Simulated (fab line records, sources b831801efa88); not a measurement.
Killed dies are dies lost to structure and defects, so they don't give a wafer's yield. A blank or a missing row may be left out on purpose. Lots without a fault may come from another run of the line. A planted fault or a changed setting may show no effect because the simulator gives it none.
fab line records | flow sky130
record lots=14 wafers=42 last_day=50
route steps=708 shown CAPM@550 METAL3@560
lots that met no fault: from a run of the same line without faults
start_h: hours from the record's first day to the start of the lot's first wafer shown | wait_h: hours since the lot's step before | " the same as in the row above | L1.1+2: a row that stands for several wafers | - no value, or no start given | * or withheld: withheld | < > ~ a bound
route shown NAME@n: a module of which the file shows steps, and the number in the route of the first | usual: mean/standard deviation of fault-free wafers | same: alike in all rows | chamber/n: place in a boat | sites: the reading at each site | _std_site: their standard deviation | _edge_site: outer sites' mean less inner sites' | radius_mm: how far each site lies from the wafer's centre | mask NAME#n: copy n | behind: the tool/chamber that last shaped the wafer | hold: why the lot was held/for how many hours/how that ended | device: the transistor (n, p or np) that didn't switch | end of line: the same wafers' tests at the end of the route | a step without rows: its recipe alone | killed: dies lost to structure and defects at the first sort, not the wafer's yield | map: a wafer's dies, x killed, . not, _ none there
set.NAME: the setting as run; set.NAME@STEP: as run at that earlier step | model.NAME: the simulator's own value behind a step, which no gauge read
steps of the route over a sample of lots; a table a step, a row a wafer
services: from which hour (start_h, from the record's first day; less than 0 if before it) a tool's chamber was out of use, for how many hours, and why
## steps
# step SKY_CAPM_METAL_ETCH_13
# recipe target_depth_nm=220 stop_on=SiO2 chemistry=Cl2/BCl3 target=TiN pressure_mtorr=10 icp_w=900 bias_w=48.5 Cl2_flow_sccm=60 bcl3_flow_sccm=30 time_s=62.9
# usual drypump_motor_current_A=5.9/0.65 oes_product_au=0.938/0.0073 throttle_valve_pct=21.905/0.0097
# columns lot.wafer tool chamber start_h wait_h drypump_motor_current_A oes_product_au rf_hours_counter_h throttle_valve_pct
L864.2 rie_metal-02 0 881.89 0.0 4.7 0.944 14 21.909
L864.3 " 0 " " 4.7 0.937 - 21.902
L864.4 " 1 " " 6.5 0.940 - 21.892
L865.4 rie_metal-01 0 889.68 0.1 6.5 0.927 - 21.906
L865.5 " 0 " " 6.5 0.933 - 21.915
L865.6 " 0 " " 6.4 0.935 - 21.897
L866.1 rie_metal-02 1 899.89 0.0 6.5 0.938 9 21.909
L866.2 " 0 " " 4.7 0.948 15 21.900
L866.6 " 0 " " 4.7 0.924 - 21.907
L867.1 rie_metal-01 1 914.79 0.0 5.8 0.942 1 21.919
L867.4 " 0 " " 6.5 0.954 - 21.911
L867.6 " 0 " " 6.5 0.948 - 21.898
L869.1 rie_metal-02 0 927.14 0.0 4.7 0.933 16 21.926
L869.4 " 0 " " 4.7 0.937 - 21.897
L869.6 " 0 " " 4.7 0.941 - 21.906
L870.1 rie_metal-01 0 941.89 0.0 6.5 0.936 12 21.902
L870.2 " 1 " " 5.8 0.949 2 21.893
L870.6 " 1 " " 5.8 0.945 - 21.918
L871.1 rie_metal-01 1 948.64 0.0 5.8 0.929 3 21.921
L871.2 " 0 " " 6.4 0.933 13 21.906
L871.4 " 1 " " 5.8 0.933 - 21.914
L874.1 rie_metal-01 0 959.94 0.0 6.5 0.950 13 21.893
L874.3 " 1 " " 5.8 0.946 - 21.908
L874.5 " 0 " " 6.4 0.942 - 21.902
L879.2 rie_metal-01 0 991.09 0.0 6.4 0.948 15 21.896
L879.3 " 1 " " 5.8 0.949 - 21.913
L879.4 " 0 " " 6.4 0.944 - 21.906
L878.1 rie_metal-02 0 992.49 0.0 4.7 0.936 19 21.904
L878.2 " 1 " " 6.5 0.945 13 21.901
L878.3 " 0 " " 4.7 0.941 - 21.901
L881.2 rie_metal-03 1 1013.48 0.0 6.2 0.941 - 21.914
L881.4 " 1 " " 6.2 0.941 - 21.901
L881.6 " 1 " " 6.2 0.928 - 21.916
L882.4 rie_metal-02 0 1018.83 0.0 4.7 0.936 - 21.890
L882.5 " 0 " " 4.7 0.947 - 21.905
L882.6 " 1 " " 6.5 0.954 - 21.894
L886.2 rie_metal-03 0 1040.45 0.0 5.9 0.939 0 21.904
L886.3 " 1 " " 6.2 0.942 - 21.901
L886.4 " 0 " " 5.9 0.946 - 21.892
L887.1 rie_metal-02 1 1044.99 0.0 6.5 0.937 16 21.900
L887.2 " 0 " " 4.7 0.933 22 21.918
L887.6 " 1 " " 6.5 0.934 - 21.894
# step SKY_METAL3_EXPOSE_10
# recipe mask_id=MM3 na=0.68 source_shape=annular sigma_inner=0.4 sigma_outer=0.8 target_cd_nm=300 dose_mj=28
# usual exposure_dose_mJ_cm2=27.93/0.034
# columns lot.wafer tool chamber start_h wait_h mask exposure_dose_mJ_cm2
L864.2 krf_scanner-02 0 895.53 - MM3#0 27.95
L864.3 " 0 " " MM3#0 27.96
L864.4 " 0 " " MM3#0 27.96
L865.4 krf_scanner-01 0 903.09 - MM3#0 27.93
L865.5 " 0 " " MM3#0 27.92
L865.6 " 0 " " MM3#0 27.94
L866.1 krf_scanner-01 0 913.88 - MM3#0 27.94
L866.2 " 0 " " MM3#0 27.92
L866.6 " 0 " " MM3#0 27.93
L867.1 krf_scanner-01 0 927.90 - MM3#0 27.89
L867.4 " 0 " " MM3#0 27.90
L867.6 " 0 " " MM3#0 27.88
L869.1 krf_scanner-01 0 940.96 - MM3#0 27.95
L869.4 " 0 " " MM3#0 27.95
L869.6 " 0 " " MM3#0 27.93
L870.1 krf_scanner-02 0 954.13 - MM3#0 27.98
L870.2 " 0 " " MM3#0 27.99
L870.6 " 0 " " MM3#0 28.00
L871.1 krf_scanner-01 0 962.23 - MM3#0 27.91
L871.2 " 0 " " MM3#0 27.93
L871.4 " 0 " " MM3#0 27.97
L874.1 krf_scanner-01 0 972.38 - MM3#0 27.93
L874.3 " 0 " " MM3#0 27.93
L874.5 " 0 " " MM3#0 27.93
L879.2 krf_scanner-02 0 1003.32 - MM3#0 19.74
L879.3 " 0 " " MM3#0 19.71
L879.4 " 0 " " MM3#0 19.72
L878.1 krf_scanner-01 0 1004.96 - MM3#0 27.91
L878.2 " 0 " " MM3#0 27.93
L878.3 " 0 " " MM3#0 27.92
L881.2 krf_scanner-01 0 1025.08 - MM3#0 27.87
L881.4 " 0 " " MM3#0 27.91
L881.6 " 0 " " MM3#0 27.89
L882.4 krf_scanner-02 0 1030.57 - MM3#0 21.45
L882.5 " 0 " " MM3#0 21.39
L882.6 " 0 " " MM3#0 21.39
L886.2 krf_scanner-01 0 1052.35 - MM3#0 27.94
L886.3 " 0 " " MM3#0 27.95
L886.4 " 0 " " MM3#0 27.97
L887.1 krf_scanner-01 0 1057.16 - MM3#0 27.90
L887.2 " 0 " " MM3#0 27.88
L887.6 " 0 " " MM3#0 27.88
# step SKY_METAL3_CD_MEAS_13
# recipe target_cd_nm=300
# usual cd_nm=299.7/1.5
# columns lot.wafer tool chamber start_h wait_h hold cd_nm
L864.2 cd_sem-01 - 908.02 - - 298.6
L864.3 " - " " - 298.3
L864.4 " - " " - 297.6
L865.4 cd_sem-02 - 915.99 - - 298.4
L865.5 " - " " - 300.4
L865.6 " - " " - 299.2
L866.1 cd_sem-02 - 925.81 - - 303.0
L866.2 " - " " - 302.2
L866.6 " - " " - 303.2
L867.1 cd_sem-02 - 940.68 - - 303.3
L867.4 " - " " - 303.5
L867.6 " - " " - 303.4
L869.1 cd_sem-01 - 952.28 - - 298.8
L869.4 " - " " - 297.9
L869.6 " - " " - 298.6
L870.1 cd_sem-01 - 966.46 - - 301.5
L870.2 " - " " - 300.2
L870.6 " - " " - 301.1
L871.1 cd_sem-01 - 973.66 - - 303.2
L871.2 " - " " - 301.9
L871.4 " - " " - 300.7
L874.1 cd_sem-02 - 984.83 - - 297.9
L874.3 " - " " - 298.6
L874.5 " - " " - 300.8
L879.2 cd_sem-01 - 1015.40 - await_dispo/0.2h/release 360.2
L879.3 " - " " await_dispo/0.2h/release 359.5
L879.4 " - " " await_dispo/0.2h/release 360.1
L879.2 cd_sem-01 - 1015.90 0.5 - 360.6
L879.3 " - " " - 359.8
L879.4 " - " " - 360.1
L878.1 cd_sem-02 - 1016.33 - - 299.0
L878.2 " - " " - 299.9
L878.3 " - " " - 298.7
L881.2 cd_sem-02 - 1036.82 - - 298.5
L881.4 " - " " - 298.9
L881.6 " - " " - 299.1
L882.4 cd_sem-02 - 1041.62 - await_dispo/0.2h/release 346.8
L882.5 " - " " await_dispo/0.2h/release 348.2
L882.6 " - " " await_dispo/0.2h/release 346.5
L882.4 cd_sem-02 - 1041.91 0.3 - 346.7
L882.5 " - " " - 347.7
L882.6 " - " " - 346.3
L886.2 cd_sem-02 - 1063.40 - - 301.1
L886.3 " - " " - 300.0
L886.4 " - " " - 300.0
L887.1 cd_sem-01 - 1067.71 - - 297.5
L887.2 " - " " - 297.2
L887.6 " - " " - 299.1
# step SKY_METAL3_ETCH_16
# recipe chemistry=N2/H2 target=BARC ion_energy_ev=200 bias_w=100 pressure_mtorr=30 n2_flow_sccm=100 h2_flow_sccm=200 icp_w=500 stop_on=SiO2 time_s=88.2 target_depth_a=600
# usual drypump_motor_current_A=5.8/0.63 oes_product_au=0.626/0.0045 throttle_valve_pct=13.205/0.0096
# columns lot.wafer tool chamber start_h wait_h drypump_motor_current_A oes_product_au rf_hours_counter_h throttle_valve_pct
L864.2 rie_metal-04 0 908.19 0.0 5.1 0.623 0 13.209
L864.3 " 1 " " 6.0 0.626 - 13.215
L864.4 " 0 " " 5.1 0.624 - 13.220
L865.4 rie_metal-02 0 916.15 0.0 4.7 0.625 - 13.195
L865.5 " 0 " " 4.7 0.631 - 13.205
L865.6 " 1 " " 6.6 0.622 - 13.210
L866.1 rie_metal-02 0 926.00 0.0 4.7 0.633 16 13.211
L866.2 " 1 " " 6.5 0.622 10 13.202
L866.6 " 1 " " 6.5 0.618 - 13.217
L867.1 rie_metal-01 0 940.87 0.0 6.4 0.627 12 13.203
L867.4 " 1 " " 5.8 0.616 - 13.190
L867.6 " 0 " " 6.4 0.621 - 13.214
L869.1 rie_metal-02 1 952.47 0.0 6.5 0.626 11 13.199
L869.4 " 0 " " 4.7 0.625 - 13.195
L869.6 " 1 " " 6.5 0.625 - 13.185
L870.1 rie_metal-01 0 966.65 0.0 6.5 0.635 14 13.201
L870.2 " 1 " " 5.8 0.627 4 13.190
L870.6 " 1 " " 5.8 0.623 - 13.203
L871.1 rie_metal-04 0 973.86 0.0 5.1 0.621 4 13.212
L871.2 " 1 " " 6.1 0.618 7 13.192
L871.4 " 1 " " 6.1 0.623 - 13.210
L874.1 rie_metal-04 1 985.03 0.0 6.1 0.628 8 13.203
L874.3 " 0 " " 5.1 0.630 - 13.199
L874.5 " 1 " " 6.1 0.634 - 13.213
L878.1 rie_metal-02 0 1016.52 0.0 4.7 0.633 20 13.200
L878.2 " 1 " " 6.5 0.624 14 13.218
L878.3 " 1 " " 6.5 0.627 - 13.203
L879.2 rie_metal-04 1 1023.38 0.0 6.1 0.632 10 13.198
L879.3 " 1 " " 6.1 0.627 - 13.196
L879.4 " 0 " " 5.1 0.627 - 13.213
L881.2 rie_metal-04 0 1036.99 0.0 5.1 0.629 7 13.197
L881.4 " 1 " " 6.0 0.621 - 13.209
L881.6 " 1 " " 6.0 0.623 - 13.196
L882.4 rie_metal-04 0 1044.87 0.0 5.1 0.624 - 13.209
L882.5 " 1 " " 6.1 0.632 - 13.218
L882.6 " 0 " " 5.1 0.632 - 13.227
L886.2 rie_metal-02 1 1063.64 0.1 6.5 0.638 - 13.196
L886.3 " 1 " " 6.5 0.623 - 13.214
L886.4 " 1 " " 6.5 0.621 - 13.203
L887.1 rie_metal-02 1 1067.93 0.1 6.5 0.626 18 13.209
L887.2 " 1 " " 6.5 0.623 - 13.198
L887.6 " 1 " " 6.6 0.629 - 13.200
# step SKY_METAL3_ETCH_17
# recipe target=SiO2 stop_on=TiN chemistry=C4F8/O2/Ar source_w=1500 bias_w=1200 pressure_mtorr=40 c4f8_flow_sccm=withheld O2_flow_sccm=6 Ar_flow_sccm=300 time_s=3.9 target_depth_a=150
# usual oes_product_au=0.753/0.0065
# columns lot.wafer tool chamber start_h wait_h oes_product_au rf_hours_counter_h
L864.2 rie_diel-02 3 908.29 0.1 0.741 23
L864.3 " 0 " " 0.751 9
L864.4 " 2 " " 0.757 15
L865.4 rie_diel-04 1 916.22 0.0 0.762 21
L865.5 " 2 " " 0.753 -
L865.6 " 3 " " 0.756 -
L866.1 rie_diel-02 0 926.09 0.1 0.749 9
L866.2 " 1 " " 0.746 2
L866.6 " 2 " " 0.767 -
L867.1 rie_diel-01 1 940.97 0.1 0.752 21
L867.4 " 0 " " 0.761 5
L867.6 " 2 " " 0.752 -
L869.1 rie_diel-04 2 952.57 0.1 0.751 21
L869.4 " 0 " " 0.747 -
L869.6 " 2 " " 0.760 -
L870.1 rie_diel-01 0 966.74 0.1 0.757 6
L870.2 " 1 " " 0.746 21
L870.6 " 0 " " 0.764 -
L871.1 rie_diel-02 3 973.99 0.1 0.747 0
L871.2 " 1 " " 0.750 3
L871.4 " 0 " " 0.748 11
L874.1 rie_diel-01 2 985.16 0.1 0.751 12
L874.3 " 0 " " 0.752 6
L874.5 " 0 " " 0.760 -
L878.1 rie_diel-04 1 1016.62 0.1 0.753 24
L878.2 " 3 " " 0.748 5
L878.3 " 0 " " 0.751 17
L879.2 rie_diel-04 0 1023.47 0.1 0.744 17
L879.3 " 3 " " 0.756 5
L879.4 " 1 " " 0.749 24
L881.2 rie_diel-04 2 1037.09 0.1 0.751 24
L881.4 " 3 " " 0.761 6
L881.6 " 0 " " 0.747 -
L882.4 rie_diel-04 3 1044.93 0.0 0.747 6
L882.5 " 2 " " 0.755 -
L882.6 " 1 " " 0.755 -
L886.2 rie_diel-02 0 1063.80 0.1 0.737 14
L886.3 " 1 " " 0.756 6
L886.4 " 3 " " 0.757 3
L887.1 rie_diel-04 3 1068.12 0.2 0.749 7
L887.2 " 2 " " 0.749 25
L887.6 " 0 " " 0.753 -
## services
# columns tool chamber start_h hours kind
krf_scanner-01 - 859.10 3.6 pm
krf_scanner-02 - 862.65 0.8 pm
rie_diel-04 1 870.65 10.5 repair
rie_diel-02 2 871.80 2.5 repair
krf_scanner-01 - 873.96 0.7 repair
rie_metal-02 - 898.00 1.5 repair
krf_scanner-02 - 917.48 3.6 pm
krf_scanner-02 - 921.20 1.0 pm
rie_diel-04 3 923.27 6.1 repair
rie_diel-04 2 925.39 7.8 repair
krf_scanner-01 - 931.19 4.0 pm
rie_metal-01 1 934.01 1.2 repair
rie_diel-02 3 935.49 6.2 repair
krf_scanner-01 - 945.70 1.3 pm
rie_diel-04 1 946.82 8.0 repair
krf_scanner-01 - 947.00 1.0 pm
rie_metal-01 - 951.07 2.8 pm
krf_scanner-02 - 951.71 1.3 pm
rie_diel-04 1 973.96 5.5 repair
rie_metal-02 - 978.15 2.8 pm
krf_scanner-01 - 986.11 0.8 pm
rie_metal-02 - 994.34 14.6 pm
rie_diel-04 - 1017.94 0.1 repair
rie_metal-01 1 1040.95 5.8 repair
## key
first_sign step=SKY_METAL3_EXPOSE_10 reading=exposure_dose_mJ_cm2 direction=down sigmas=99+ usual=* struck=*
effect step=SKY_METAL3_CD_MEAS_13 reading=visit direction=added through=control_loop
effect step=SKY_METAL3_CD_MEAS_13 reading=cd_nm direction=up sigmas=36 usual=299.7 struck=353.6 through=control_loop
met_at SKY_METAL3_EXPOSE_10
struck_lots L879,L882
later_rows_left_out L879.2,L879.3,L879.4
sort_left_out L879.2,L879.3,L879.4,L882.4,L882.5,L882.6
loop_trim step=SKY_METAL3_EXPOSE_10 setting=dose lots=L882
not_acting_at SKY_CAPM_METAL_ETCH_13,SKY_METAL3_ETCH_16,SKY_METAL3_ETCH_17
onset_between 954.13 1003.32
fault kind=process_parameter_drift tool=krf_scanner-02 chamber=- onset_h=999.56 steps=SKY_METAL3_EXPOSE_10 channel=dose_mj offset=-8.1994 shape=step acts_in=these_recipes_only stated=28
# sort_left_out: the simulated sort isn't trusted on such a fault, so these wafers' sort isn't shown, and their yield isn't known
# later_rows_left_out: the simulator's readings of these wafers behind a module that went badly wrong aren't trusted and aren't shown, but for the sort
# loop_trim: a control loop set the setting to another value than it would have without faults
